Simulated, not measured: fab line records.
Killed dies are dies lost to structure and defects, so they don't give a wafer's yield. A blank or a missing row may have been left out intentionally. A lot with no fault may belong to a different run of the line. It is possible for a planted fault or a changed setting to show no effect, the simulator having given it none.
Chamber matching ; flow sky130 ; pecvd-04 running SKY_PASSIVATION_CVD_02: 3 sister chambers
The step deposits Si3N4, target thk 540 nm. 6 wafers are shown with their chamber, then 7 later ones without.

WAFERS WITH THEIR CHAMBER
wafer;chamber;heaterPowerW (W)
L975.4;0;771
L976.2;2;711
L979.5;2;735
L979.6;1;736
L982.4;1;837
L982.5;0;808

WAFERS MISSING THEIR CHAMBER
wafer;heaterPowerW (W)
L982.6;724
L984.1;639
L984.4;760
L984.6;675
L986.3;792
L986.5;842
L986.6;817

WHICH CHAMBER EACH WENT THROUGH
wafer;from the rows above;in truth
L982.6;can't be placed: 2 or 1 or 0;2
L984.1;can't be placed: 2 or 1 or 0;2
L984.4;can't be placed: 1 or 0 or 2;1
L984.6;can't be placed: 2 or 1 or 0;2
L986.3;can't be placed: 0 or 1 or 2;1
L986.5;can't be placed: 0 or 1 or 2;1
L986.6;can't be placed: 0 or 1 or 2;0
Correctly placed: 0 of 7. These rows do not allow placing 7 (true chamber among the candidates in 7). Number placed wrongly: 0.
How it was worked out, from the rows above alone: a wafer's distance from a chamber is the root of the sum, over the readings, of the square of ((its reading less the chamber's mean) divided by the reading's scatter). The wafer belongs to the nearest chamber; if the next one is less than 2 further off, it can't be placed. The mean given for a chamber averages the wafers shown for that chamber. The scatter: take each reading less its chamber's mean, square it, sum over the shown wafers, divide by the number of wafers less the number of chambers, and take the root.
